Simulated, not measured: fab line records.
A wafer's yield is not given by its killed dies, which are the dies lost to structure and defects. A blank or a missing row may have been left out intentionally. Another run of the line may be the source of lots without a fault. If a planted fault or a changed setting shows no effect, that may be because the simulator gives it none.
fab line records / flow gf180mcu
record lots=14 wafers=42 lastDay=34
route steps=602 shown STI@23 DNWELL@39 HV_LDD@214 NSD@243
lots that met no fault: taken from a fault-free run of the same line
startH: start of the lot's first displayed wafer, in hours after the record's first day / waitH: time in hours since the lot's previous step / " unchanged from the row above / L1.1+2: several wafers, shown together as one row / - no value present, or no start provided / * or withheld: withheld / < > ~ a bound
route shown NAME@n: NAME is a module with steps in the file, n the number in the route of the first one / usual: mean and standard deviation over wafers with no fault / same: alike in all rows / chamber/n: place in a boat / sites: readings site by site / _std_site: how widely they spread, as a standard deviation / _edge_site: mean of outer sites minus mean of inner sites / radiusMm: how far each site lies from the wafer's centre / mask NAME#n: copy n / behind: tool/chamber where the wafer was last shaped / hold: why the lot was held/for how many hours/how that ended / device: which transistor (n, p or np) failed to switch / end of line: the same wafers' tests at the end of the route / a step without rows: its recipe alone / killed: not the wafer's yield, but the dies lost to structure and defects at the first sort / map: a wafer's dies, marking killed ones x, the rest . and places with no die _
set.NAME: setting as actually run; set.NAME@STEP: the setting as run at that earlier step / model.NAME: the simulator's own value behind a step, which no gauge read
the route's steps for a sample of lots (tables are steps, rows are wafers)
services: from which hour (startH, from the record's first day; less than 0 if before it) a tool's chamber was out of use, for how many hours, and why
## steps
# step GF_STI_THK_MEAS_22
# recipe reads=SiO2_of_STI_OXIDATION_21
# usual STI_OXIDATION_01_THK=14.96/0.29
lot.wafer=L878.1 tool=filmMetro-02 chamber=- startH=28.00 waitH=0.0 STI_OXIDATION_01_THK[nm]=15.07
lot.wafer=L878.2 tool=filmMetro-02 chamber=- startH=28.00 waitH=0.0 STI_OXIDATION_01_THK[nm]=15.00
lot.wafer=L878.3 tool=filmMetro-02 chamber=- startH=28.00 waitH=0.0 STI_OXIDATION_01_THK[nm]=14.89
lot.wafer=L879.3 tool=filmMetro-02 chamber=- startH=31.99 waitH=0.0 STI_OXIDATION_01_THK[nm]=14.86
lot.wafer=L879.4 tool=filmMetro-02 chamber=- startH=31.99 waitH=0.0 STI_OXIDATION_01_THK[nm]=14.77
lot.wafer=L879.6 tool=filmMetro-02 chamber=- startH=31.99 waitH=0.0 STI_OXIDATION_01_THK[nm]=14.48
lot.wafer=L880.2 tool=filmMetro-02 chamber=- startH=38.06 waitH=0.0 STI_OXIDATION_01_THK[nm]=14.94
lot.wafer=L880.3 tool=filmMetro-02 chamber=- startH=38.06 waitH=0.0 STI_OXIDATION_01_THK[nm]=15.26
lot.wafer=L880.6 tool=filmMetro-02 chamber=- startH=38.06 waitH=0.0 STI_OXIDATION_01_THK[nm]=15.01
lot.wafer=L887.4 tool=filmMetro-01 chamber=- startH=77.12 waitH=0.0 STI_OXIDATION_01_THK[nm]=15.23
lot.wafer=L887.5 tool=filmMetro-01 chamber=- startH=77.12 waitH=0.0 STI_OXIDATION_01_THK[nm]=15.61
lot.wafer=L887.6 tool=filmMetro-01 chamber=- startH=77.12 waitH=0.0 STI_OXIDATION_01_THK[nm]=15.30
lot.wafer=L888.1 tool=filmMetro-02 chamber=- startH=79.15 waitH=0.0 STI_OXIDATION_01_THK[nm]=15.01
lot.wafer=L888.3 tool=filmMetro-02 chamber=- startH=79.15 waitH=0.0 STI_OXIDATION_01_THK[nm]=14.97
lot.wafer=L888.6 tool=filmMetro-02 chamber=- startH=79.15 waitH=0.0 STI_OXIDATION_01_THK[nm]=14.97
lot.wafer=L891.1 tool=filmMetro-04 chamber=- startH=94.46 waitH=0.0 STI_OXIDATION_01_THK[nm]=15.18
lot.wafer=L891.4 tool=filmMetro-04 chamber=- startH=94.46 waitH=0.0 STI_OXIDATION_01_THK[nm]=15.12
lot.wafer=L891.6 tool=filmMetro-04 chamber=- startH=94.46 waitH=0.0 STI_OXIDATION_01_THK[nm]=15.10
lot.wafer=L892.3 tool=filmMetro-01 chamber=- startH=99.58 waitH=0.0 STI_OXIDATION_01_THK[nm]=15.13
lot.wafer=L892.4 tool=filmMetro-01 chamber=- startH=99.58 waitH=0.0 STI_OXIDATION_01_THK[nm]=14.79
lot.wafer=L892.5 tool=filmMetro-01 chamber=- startH=99.58 waitH=0.0 STI_OXIDATION_01_THK[nm]=14.77
lot.wafer=L893.2 tool=filmMetro-04 chamber=- startH=104.23 waitH=0.0 STI_OXIDATION_01_THK[nm]=14.83
lot.wafer=L893.5 tool=filmMetro-04 chamber=- startH=104.23 waitH=0.0 STI_OXIDATION_01_THK[nm]=15.10
lot.wafer=L893.6 tool=filmMetro-04 chamber=- startH=104.23 waitH=0.0 STI_OXIDATION_01_THK[nm]=15.19
lot.wafer=L895.3 tool=filmMetro-02 chamber=- startH=115.28 waitH=0.0 STI_OXIDATION_01_THK[nm]=15.47
lot.wafer=L895.4 tool=filmMetro-02 chamber=- startH=115.28 waitH=0.0 STI_OXIDATION_01_THK[nm]=15.39
lot.wafer=L895.6 tool=filmMetro-02 chamber=- startH=115.28 waitH=0.0 STI_OXIDATION_01_THK[nm]=15.32
lot.wafer=L896.2 tool=filmMetro-04 chamber=- startH=120.44 waitH=0.1 STI_OXIDATION_01_THK[nm]=14.39
lot.wafer=L896.3 tool=filmMetro-04 chamber=- startH=120.44 waitH=0.1 STI_OXIDATION_01_THK[nm]=14.75
lot.wafer=L896.4 tool=filmMetro-04 chamber=- startH=120.44 waitH=0.1 STI_OXIDATION_01_THK[nm]=14.70
lot.wafer=L897.2 tool=filmMetro-04 chamber=- startH=125.10 waitH=0.0 STI_OXIDATION_01_THK[nm]=14.78
lot.wafer=L897.3 tool=filmMetro-04 chamber=- startH=125.10 waitH=0.0 STI_OXIDATION_01_THK[nm]=15.02
lot.wafer=L897.4 tool=filmMetro-04 chamber=- startH=125.10 waitH=0.0 STI_OXIDATION_01_THK[nm]=15.16
lot.wafer=L898.2 tool=filmMetro-01 chamber=- startH=130.69 waitH=0.0 STI_OXIDATION_01_THK[nm]=15.06
lot.wafer=L898.5 tool=filmMetro-01 chamber=- startH=130.69 waitH=0.0 STI_OXIDATION_01_THK[nm]=15.02
lot.wafer=L898.6 tool=filmMetro-01 chamber=- startH=130.69 waitH=0.0 STI_OXIDATION_01_THK[nm]=15.32
lot.wafer=L900.1 tool=filmMetro-04 chamber=- startH=140.62 waitH=0.0 STI_OXIDATION_01_THK[nm]=14.60
lot.wafer=L900.3 tool=filmMetro-04 chamber=- startH=140.62 waitH=0.0 STI_OXIDATION_01_THK[nm]=14.72
lot.wafer=L900.5 tool=filmMetro-04 chamber=- startH=140.62 waitH=0.0 STI_OXIDATION_01_THK[nm]=14.81
lot.wafer=L901.1 tool=filmMetro-02 chamber=- startH=148.90 waitH=0.0 STI_OXIDATION_01_THK[nm]=15.00
lot.wafer=L901.2 tool=filmMetro-02 chamber=- startH=148.90 waitH=0.0 STI_OXIDATION_01_THK[nm]=15.03
lot.wafer=L901.5 tool=filmMetro-02 chamber=- startH=148.90 waitH=0.0 STI_OXIDATION_01_THK[nm]=14.75
# step GF_DNWELL_IMPLANT_07
# recipe species=P energyKev=1500 doseCm2=1e+13 tiltDeg=0
# usual doseIonsCm2=9.996e+12/1.2e+10
lot.wafer=L878.1 tool=implanter-01 chamber=0 startH=42.45 waitH=- doseIonsCm2=9.996e+12
lot.wafer=L878.2 tool=implanter-01 chamber=0 startH=42.45 waitH=- doseIonsCm2=9.993e+12
lot.wafer=L878.3 tool=implanter-01 chamber=0 startH=42.45 waitH=- doseIonsCm2=9.989e+12
lot.wafer=L879.3 tool=implanter-01 chamber=0 startH=47.52 waitH=- doseIonsCm2=9.992e+12
lot.wafer=L879.4 tool=implanter-01 chamber=0 startH=47.52 waitH=- doseIonsCm2=1.0008e+13
lot.wafer=L879.6 tool=implanter-01 chamber=0 startH=47.52 waitH=- doseIonsCm2=9.989e+12
lot.wafer=L880.2 tool=implanter-04 chamber=0 startH=53.37 waitH=- doseIonsCm2=1.0009e+13
lot.wafer=L880.3 tool=implanter-04 chamber=0 startH=53.37 waitH=- doseIonsCm2=1.0002e+13
lot.wafer=L880.6 tool=implanter-04 chamber=0 startH=53.37 waitH=- doseIonsCm2=9.985e+12
lot.wafer=L887.4 tool=implanter-04 chamber=0 startH=94.36 waitH=- doseIonsCm2=9.987e+12
lot.wafer=L887.5 tool=implanter-04 chamber=0 startH=94.36 waitH=- doseIonsCm2=9.995e+12
lot.wafer=L887.6 tool=implanter-04 chamber=0 startH=94.36 waitH=- doseIonsCm2=9.99e+12
lot.wafer=L888.1 tool=implanter-04 chamber=0 startH=95.83 waitH=- doseIonsCm2=9.996e+12
lot.wafer=L888.3 tool=implanter-04 chamber=0 startH=95.83 waitH=- doseIonsCm2=1e+13
lot.wafer=L888.6 tool=implanter-04 chamber=0 startH=95.83 waitH=- doseIonsCm2=9.998e+12
lot.wafer=L891.1 tool=implanter-02 chamber=0 startH=112.42 waitH=- doseIonsCm2=9.998e+12
lot.wafer=L891.4 tool=implanter-02 chamber=0 startH=112.42 waitH=- doseIonsCm2=9.995e+12
lot.wafer=L891.6 tool=implanter-02 chamber=0 startH=112.42 waitH=- doseIonsCm2=9.981e+12
lot.wafer=L892.3 tool=implanter-01 chamber=0 startH=116.80 waitH=- doseIonsCm2=1e+13
lot.wafer=L892.4 tool=implanter-01 chamber=0 startH=116.80 waitH=- doseIonsCm2=9.989e+12
lot.wafer=L892.5 tool=implanter-01 chamber=0 startH=116.80 waitH=- doseIonsCm2=9.983e+12
lot.wafer=L893.2 tool=implanter-01 chamber=0 startH=121.80 waitH=- doseIonsCm2=9.997e+12
lot.wafer=L893.5 tool=implanter-01 chamber=0 startH=121.80 waitH=- doseIonsCm2=1.0016e+13
lot.wafer=L893.6 tool=implanter-01 chamber=0 startH=121.80 waitH=- doseIonsCm2=9.995e+12
lot.wafer=L895.3 tool=implanter-02 chamber=0 startH=133.07 waitH=- doseIonsCm2=1.0019e+13
lot.wafer=L895.4 tool=implanter-02 chamber=0 startH=133.07 waitH=- doseIonsCm2=1.0016e+13
lot.wafer=L895.6 tool=implanter-02 chamber=0 startH=133.07 waitH=- doseIonsCm2=9.992e+12
lot.wafer=L896.2 tool=implanter-02 chamber=0 startH=137.79 waitH=- doseIonsCm2=1.0008e+13
lot.wafer=L896.3 tool=implanter-02 chamber=0 startH=137.79 waitH=- doseIonsCm2=1.0015e+13
lot.wafer=L896.4 tool=implanter-02 chamber=0 startH=137.79 waitH=- doseIonsCm2=9.994e+12
lot.wafer=L897.2 tool=implanter-02 chamber=0 startH=144.66 waitH=- doseIonsCm2=9.971e+12
lot.wafer=L897.3 tool=implanter-02 chamber=0 startH=144.66 waitH=- doseIonsCm2=9.989e+12
lot.wafer=L897.4 tool=implanter-02 chamber=0 startH=144.66 waitH=- doseIonsCm2=9.989e+12
lot.wafer=L898.2 tool=implanter-02 chamber=0 startH=150.16 waitH=- doseIonsCm2=1.0003e+13
lot.wafer=L898.5 tool=implanter-02 chamber=0 startH=150.16 waitH=- doseIonsCm2=9.993e+12
lot.wafer=L898.6 tool=implanter-02 chamber=0 startH=150.16 waitH=- doseIonsCm2=9.993e+12
lot.wafer=L900.1 tool=implanter-01 chamber=0 startH=158.22 waitH=- doseIonsCm2=1.0002e+13
lot.wafer=L900.3 tool=implanter-01 chamber=0 startH=158.22 waitH=- doseIonsCm2=1.0003e+13
lot.wafer=L900.5 tool=implanter-01 chamber=0 startH=158.22 waitH=- doseIonsCm2=1.0008e+13
lot.wafer=L901.1 tool=implanter-01 chamber=0 startH=167.97 waitH=- doseIonsCm2=9.996e+12
lot.wafer=L901.2 tool=implanter-01 chamber=0 startH=167.97 waitH=- doseIonsCm2=1e+13
lot.wafer=L901.5 tool=implanter-01 chamber=0 startH=167.97 waitH=- doseIonsCm2=1.0008e+13
# step GF_DNWELL_TW_MEAS_09
# usual DNWELL_TW=1360/6.9
lot.wafer=L878.1 tool=filmMetro-02 chamber=- startH=42.70 waitH=0.1 DNWELL_TW=1370
lot.wafer=L878.2 tool=filmMetro-02 chamber=- startH=42.70 waitH=0.1 DNWELL_TW=1358
lot.wafer=L878.3 tool=filmMetro-02 chamber=- startH=42.70 waitH=0.1 DNWELL_TW=1358
lot.wafer=L879.3 tool=filmMetro-04 chamber=- startH=47.74 waitH=0.1 DNWELL_TW=1356
lot.wafer=L879.4 tool=filmMetro-04 chamber=- startH=47.74 waitH=0.1 DNWELL_TW=1362
lot.wafer=L879.6 tool=filmMetro-04 chamber=- startH=47.74 waitH=0.1 DNWELL_TW=1358
lot.wafer=L880.2 tool=filmMetro-04 chamber=- startH=53.61 waitH=0.1 DNWELL_TW=1361
lot.wafer=L880.3 tool=filmMetro-04 chamber=- startH=53.61 waitH=0.1 DNWELL_TW=1357
lot.wafer=L880.6 tool=filmMetro-04 chamber=- startH=53.61 waitH=0.1 DNWELL_TW=1356
lot.wafer=L887.4 tool=filmMetro-04 chamber=- startH=94.56 waitH=0.1 DNWELL_TW=1360
lot.wafer=L887.5 tool=filmMetro-04 chamber=- startH=94.56 waitH=0.1 DNWELL_TW=1310
lot.wafer=L887.6 tool=filmMetro-04 chamber=- startH=94.56 waitH=0.1 DNWELL_TW=1365
lot.wafer=L888.1 tool=filmMetro-04 chamber=- startH=96.08 waitH=0.1 DNWELL_TW=1347
lot.wafer=L888.3 tool=filmMetro-04 chamber=- startH=96.08 waitH=0.1 DNWELL_TW=1303
lot.wafer=L888.6 tool=filmMetro-04 chamber=- startH=96.08 waitH=0.1 DNWELL_TW=1341
lot.wafer=L891.1 tool=filmMetro-03 chamber=- startH=112.67 waitH=0.1 DNWELL_TW=1366
lot.wafer=L891.4 tool=filmMetro-03 chamber=- startH=112.67 waitH=0.1 DNWELL_TW=1373
lot.wafer=L891.6 tool=filmMetro-03 chamber=- startH=112.67 waitH=0.1 DNWELL_TW=1367
lot.wafer=L892.3 tool=filmMetro-03 chamber=- startH=117.02 waitH=0.1 DNWELL_TW=1358
lot.wafer=L892.4 tool=filmMetro-03 chamber=- startH=117.02 waitH=0.1 DNWELL_TW=1359
lot.wafer=L892.5 tool=filmMetro-03 chamber=- startH=117.02 waitH=0.1 DNWELL_TW=1352
lot.wafer=L893.2 tool=filmMetro-02 chamber=- startH=122.03 waitH=0.1 DNWELL_TW=1373
lot.wafer=L893.5 tool=filmMetro-02 chamber=- startH=122.03 waitH=0.1 DNWELL_TW=1367
lot.wafer=L893.6 tool=filmMetro-02 chamber=- startH=122.03 waitH=0.1 DNWELL_TW=1367
lot.wafer=L895.3 tool=filmMetro-04 chamber=- startH=133.29 waitH=0.1 DNWELL_TW=1356
lot.wafer=L895.4 tool=filmMetro-04 chamber=- startH=133.29 waitH=0.1 DNWELL_TW=1364
lot.wafer=L895.6 tool=filmMetro-04 chamber=- startH=133.29 waitH=0.1 DNWELL_TW=1359
lot.wafer=L896.2 tool=filmMetro-02 chamber=- startH=138.03 waitH=0.1 DNWELL_TW=1359
lot.wafer=L896.3 tool=filmMetro-02 chamber=- startH=138.03 waitH=0.1 DNWELL_TW=1370
lot.wafer=L896.4 tool=filmMetro-02 chamber=- startH=138.03 waitH=0.1 DNWELL_TW=1358
lot.wafer=L897.2 tool=filmMetro-04 chamber=- startH=144.89 waitH=0.1 DNWELL_TW=1363
lot.wafer=L897.3 tool=filmMetro-04 chamber=- startH=144.89 waitH=0.1 DNWELL_TW=1358
lot.wafer=L897.4 tool=filmMetro-04 chamber=- startH=144.89 waitH=0.1 DNWELL_TW=1364
lot.wafer=L898.2 tool=filmMetro-02 chamber=- startH=150.39 waitH=0.1 DNWELL_TW=1361
lot.wafer=L898.5 tool=filmMetro-02 chamber=- startH=150.39 waitH=0.1 DNWELL_TW=1360
lot.wafer=L898.6 tool=filmMetro-02 chamber=- startH=150.39 waitH=0.1 DNWELL_TW=1358
lot.wafer=L900.1 tool=filmMetro-04 chamber=- startH=158.47 waitH=0.1 DNWELL_TW=1359
lot.wafer=L900.3 tool=filmMetro-04 chamber=- startH=158.47 waitH=0.1 DNWELL_TW=1352
lot.wafer=L900.5 tool=filmMetro-04 chamber=- startH=158.47 waitH=0.1 DNWELL_TW=1354
lot.wafer=L901.1 tool=filmMetro-04 chamber=- startH=168.22 waitH=0.1 DNWELL_TW=1349
lot.wafer=L901.2 tool=filmMetro-04 chamber=- startH=168.22 waitH=0.1 DNWELL_TW=1349
lot.wafer=L901.5 tool=filmMetro-04 chamber=- startH=168.22 waitH=0.1 DNWELL_TW=1345
# step GF_HV_LDD_TW_MEAS_38
# usual HV_LDD_3_TW=1446/11
lot.wafer=L878.1 tool=filmMetro-01 chamber=- startH=255.25 waitH=0.1 HV_LDD_3_TW=1459
lot.wafer=L878.2 tool=filmMetro-01 chamber=- startH=255.25 waitH=0.1 HV_LDD_3_TW=1465
lot.wafer=L878.3 tool=filmMetro-01 chamber=- startH=255.25 waitH=0.1 HV_LDD_3_TW=1463
lot.wafer=L879.3 tool=filmMetro-02 chamber=- startH=260.24 waitH=0.1 HV_LDD_3_TW=1439
lot.wafer=L879.4 tool=filmMetro-02 chamber=- startH=260.24 waitH=0.1 HV_LDD_3_TW=1435
lot.wafer=L879.6 tool=filmMetro-02 chamber=- startH=260.24 waitH=0.1 HV_LDD_3_TW=1442
lot.wafer=L880.2 tool=filmMetro-02 chamber=- startH=268.06 waitH=0.1 HV_LDD_3_TW=1441
lot.wafer=L880.3 tool=filmMetro-02 chamber=- startH=268.06 waitH=0.1 HV_LDD_3_TW=1438
lot.wafer=L880.6 tool=filmMetro-02 chamber=- startH=268.06 waitH=0.1 HV_LDD_3_TW=1435
lot.wafer=L887.4 tool=filmMetro-02 chamber=- startH=329.83 waitH=0.1 HV_LDD_3_TW=1436
lot.wafer=L887.5 tool=filmMetro-02 chamber=- startH=329.83 waitH=0.1 HV_LDD_3_TW=1428
lot.wafer=L887.6 tool=filmMetro-02 chamber=- startH=329.83 waitH=0.1 HV_LDD_3_TW=1436
lot.wafer=L888.1 tool=filmMetro-02 chamber=- startH=332.67 waitH=0.1 HV_LDD_3_TW=1431
lot.wafer=L888.3 tool=filmMetro-02 chamber=- startH=332.67 waitH=0.1 HV_LDD_3_TW=1432
lot.wafer=L888.6 tool=filmMetro-02 chamber=- startH=332.67 waitH=0.1 HV_LDD_3_TW=1434
lot.wafer=L891.1 tool=filmMetro-01 chamber=- startH=357.07 waitH=0.1 HV_LDD_3_TW=1467
lot.wafer=L891.4 tool=filmMetro-01 chamber=- startH=357.07 waitH=0.1 HV_LDD_3_TW=1462
lot.wafer=L891.6 tool=filmMetro-01 chamber=- startH=357.07 waitH=0.1 HV_LDD_3_TW=1468
lot.wafer=L892.3 tool=filmMetro-03 chamber=- startH=364.72 waitH=0.1 HV_LDD_3_TW=1451
lot.wafer=L892.4 tool=filmMetro-03 chamber=- startH=364.72 waitH=0.1 HV_LDD_3_TW=1450
lot.wafer=L892.5 tool=filmMetro-03 chamber=- startH=364.72 waitH=0.1 HV_LDD_3_TW=1450
lot.wafer=L893.2 tool=filmMetro-02 chamber=- startH=374.63 waitH=0.1 HV_LDD_3_TW=1438
lot.wafer=L893.5 tool=filmMetro-02 chamber=- startH=374.63 waitH=0.1 HV_LDD_3_TW=1440
lot.wafer=L893.6 tool=filmMetro-02 chamber=- startH=374.63 waitH=0.1 HV_LDD_3_TW=1435
lot.wafer=L895.3 tool=filmMetro-01 chamber=- startH=387.39 waitH=0.1 HV_LDD_3_TW=1443
lot.wafer=L895.4 tool=filmMetro-01 chamber=- startH=387.39 waitH=0.1 HV_LDD_3_TW=1436
lot.wafer=L895.6 tool=filmMetro-01 chamber=- startH=387.39 waitH=0.1 HV_LDD_3_TW=1440
lot.wafer=L896.2 tool=filmMetro-01 chamber=- startH=394.91 waitH=0.1 HV_LDD_3_TW=1440
lot.wafer=L896.3 tool=filmMetro-01 chamber=- startH=394.91 waitH=0.1 HV_LDD_3_TW=1439
lot.wafer=L896.4 tool=filmMetro-01 chamber=- startH=394.91 waitH=0.1 HV_LDD_3_TW=1438
lot.wafer=L897.2 tool=filmMetro-02 chamber=- startH=404.03 waitH=0.1 HV_LDD_3_TW=1444
lot.wafer=L897.3 tool=filmMetro-02 chamber=- startH=404.03 waitH=0.1 HV_LDD_3_TW=1439
lot.wafer=L897.4 tool=filmMetro-02 chamber=- startH=404.03 waitH=0.1 HV_LDD_3_TW=1441
lot.wafer=L898.2 tool=filmMetro-02 chamber=- startH=411.26 waitH=0.1 HV_LDD_3_TW=1432
lot.wafer=L898.5 tool=filmMetro-02 chamber=- startH=411.26 waitH=0.1 HV_LDD_3_TW=1436
lot.wafer=L898.6 tool=filmMetro-02 chamber=- startH=411.26 waitH=0.1 HV_LDD_3_TW=1435
lot.wafer=L900.1 tool=filmMetro-02 chamber=- startH=424.92 waitH=0.1 HV_LDD_3_TW=1432
lot.wafer=L900.3 tool=filmMetro-02 chamber=- startH=424.92 waitH=0.1 HV_LDD_3_TW=1435
lot.wafer=L900.5 tool=filmMetro-02 chamber=- startH=424.92 waitH=0.1 HV_LDD_3_TW=1434
lot.wafer=L901.1 tool=filmMetro-01 chamber=- startH=439.67 waitH=0.1 HV_LDD_3_TW=1442
lot.wafer=L901.2 tool=filmMetro-01 chamber=- startH=439.67 waitH=0.1 HV_LDD_3_TW=1444
lot.wafer=L901.5 tool=filmMetro-01 chamber=- startH=439.67 waitH=0.1 HV_LDD_3_TW=1437
# step GF_NSD_OVL_MEAS_08
# usual NSD_OVL=-0.4/1.3
lot.wafer=L878.1 tool=overlay-02 chamber=- startH=299.10 waitH=0.1 NSD_OVL[nm]=-1.3
lot.wafer=L878.2 tool=overlay-02 chamber=- startH=299.10 waitH=0.1 NSD_OVL[nm]=-1.7
lot.wafer=L878.3 tool=overlay-02 chamber=- startH=299.10 waitH=0.1 NSD_OVL[nm]=-2.1
lot.wafer=L879.3 tool=overlay-01 chamber=- startH=303.36 waitH=0.1 NSD_OVL[nm]=-0.7
lot.wafer=L879.4 tool=overlay-01 chamber=- startH=303.36 waitH=0.1 NSD_OVL[nm]=-2.4
lot.wafer=L879.6 tool=overlay-01 chamber=- startH=303.36 waitH=0.1 NSD_OVL[nm]=-1.9
lot.wafer=L880.2 tool=overlay-01 chamber=- startH=311.47 waitH=0.1 NSD_OVL[nm]=-0.8
lot.wafer=L880.3 tool=overlay-01 chamber=- startH=311.47 waitH=0.1 NSD_OVL[nm]=1.4
lot.wafer=L880.6 tool=overlay-01 chamber=- startH=311.47 waitH=0.1 NSD_OVL[nm]=-0.5
lot.wafer=L887.4 tool=overlay-02 chamber=- startH=377.53 waitH=0.1 NSD_OVL[nm]=-1.3
lot.wafer=L887.5 tool=overlay-02 chamber=- startH=377.53 waitH=0.1 NSD_OVL[nm]=0.2
lot.wafer=L887.6 tool=overlay-02 chamber=- startH=377.53 waitH=0.1 NSD_OVL[nm]=-0.6
lot.wafer=L888.1 tool=overlay-01 chamber=- startH=380.23 waitH=0.1 NSD_OVL[nm]=-0.4
lot.wafer=L888.3 tool=overlay-01 chamber=- startH=380.23 waitH=0.1 NSD_OVL[nm]=-2.0
lot.wafer=L888.6 tool=overlay-01 chamber=- startH=380.23 waitH=0.1 NSD_OVL[nm]=-0.6
lot.wafer=L891.1 tool=overlay-02 chamber=- startH=405.38 waitH=0.1 NSD_OVL[nm]=0.8
lot.wafer=L891.4 tool=overlay-02 chamber=- startH=405.38 waitH=0.1 NSD_OVL[nm]=-0.3
lot.wafer=L891.6 tool=overlay-02 chamber=- startH=405.38 waitH=0.1 NSD_OVL[nm]=-1.5
lot.wafer=L892.3 tool=overlay-02 chamber=- startH=414.36 waitH=0.1 NSD_OVL[nm]=0.2
lot.wafer=L892.4 tool=overlay-02 chamber=- startH=414.36 waitH=0.1 NSD_OVL[nm]=0.6
lot.wafer=L892.5 tool=overlay-02 chamber=- startH=414.36 waitH=0.1 NSD_OVL[nm]=-0.5
lot.wafer=L893.2 tool=overlay-01 chamber=- startH=423.03 waitH=0.1 NSD_OVL[nm]=0.0
lot.wafer=L893.5 tool=overlay-01 chamber=- startH=423.03 waitH=0.1 NSD_OVL[nm]=-0.3
lot.wafer=L893.6 tool=overlay-01 chamber=- startH=423.03 waitH=0.1 NSD_OVL[nm]=0.6
lot.wafer=L895.3 tool=overlay-01 chamber=- startH=438.02 waitH=0.1 NSD_OVL[nm]=0.1
lot.wafer=L895.4 tool=overlay-01 chamber=- startH=438.02 waitH=0.1 NSD_OVL[nm]=-0.4
lot.wafer=L895.6 tool=overlay-01 chamber=- startH=438.02 waitH=0.1 NSD_OVL[nm]=-0.3
lot.wafer=L896.2 tool=overlay-02 chamber=- startH=445.82 waitH=0.1 NSD_OVL[nm]=0.0
lot.wafer=L896.3 tool=overlay-02 chamber=- startH=445.82 waitH=0.1 NSD_OVL[nm]=0.8
lot.wafer=L896.4 tool=overlay-02 chamber=- startH=445.82 waitH=0.1 NSD_OVL[nm]=0.3
lot.wafer=L897.2 tool=overlay-01 chamber=- startH=454.78 waitH=0.1 NSD_OVL[nm]=-2.0
lot.wafer=L897.3 tool=overlay-01 chamber=- startH=454.78 waitH=0.1 NSD_OVL[nm]=-0.2
lot.wafer=L897.4 tool=overlay-01 chamber=- startH=454.78 waitH=0.1 NSD_OVL[nm]=-1.7
lot.wafer=L898.2 tool=overlay-02 chamber=- startH=461.33 waitH=0.1 NSD_OVL[nm]=2.9
lot.wafer=L898.5 tool=overlay-02 chamber=- startH=461.33 waitH=0.1 NSD_OVL[nm]=1.0
lot.wafer=L898.6 tool=overlay-02 chamber=- startH=461.33 waitH=0.1 NSD_OVL[nm]=-0.7
lot.wafer=L900.1 tool=overlay-01 chamber=- startH=477.00 waitH=0.1 NSD_OVL[nm]=-1.0
lot.wafer=L900.3 tool=overlay-01 chamber=- startH=477.00 waitH=0.1 NSD_OVL[nm]=-0.6
lot.wafer=L900.5 tool=overlay-01 chamber=- startH=477.00 waitH=0.1 NSD_OVL[nm]=-1.9
lot.wafer=L901.1 tool=overlay-01 chamber=- startH=490.91 waitH=0.1 NSD_OVL[nm]=-1.8
lot.wafer=L901.2 tool=overlay-01 chamber=- startH=490.91 waitH=0.1 NSD_OVL[nm]=-1.8
lot.wafer=L901.5 tool=overlay-01 chamber=- startH=490.91 waitH=0.1 NSD_OVL[nm]=-2.3
## services
tool=implanter-01 chamber=- startH=22.94 hours=16.1 kind=repair
tool=implanter-02 chamber=- startH=27.09 hours=2.7 kind=pm
tool=implanter-04 chamber=- startH=71.70 hours=2.9 kind=pm
tool=implanter-04 chamber=- startH=77.22 hours=2.2 kind=repair
tool=implanter-02 chamber=- startH=156.22 hours=3.5 kind=repair
## key
firstSign step=GF_DNWELL_TW_MEAS_09 reading=DNWELL_TW direction=down sigmas=7.7 usual=1360 struck=1307
effect none on later readings
metAt GF_DNWELL_IMPLANT_07
struckLots L887,L888
struckWafers L887.5,L888.3
testerLeftOut L887,L888
notActingAt GF_STI_THK_MEAS_22,GF_HV_LDD_TW_MEAS_38,GF_NSD_OVL_MEAS_08
onsetBetween 53.37 94.36
fault kind=processParameterDrift tool=implanter-04 chamber=- onsetH=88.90 steps=GF_DNWELL_IMPLANT_07 channel=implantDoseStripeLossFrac offset=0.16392 shape=step endH=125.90 scope=struckWafersOnly
# testerLeftOut: of these lots the tester's yield and bins aren't shown, on N5 and GAA mostly nor the transistor test; their killed dies are dies lost to structure and defects alone, not to doping, threshold or leakage, so they don't give the yield
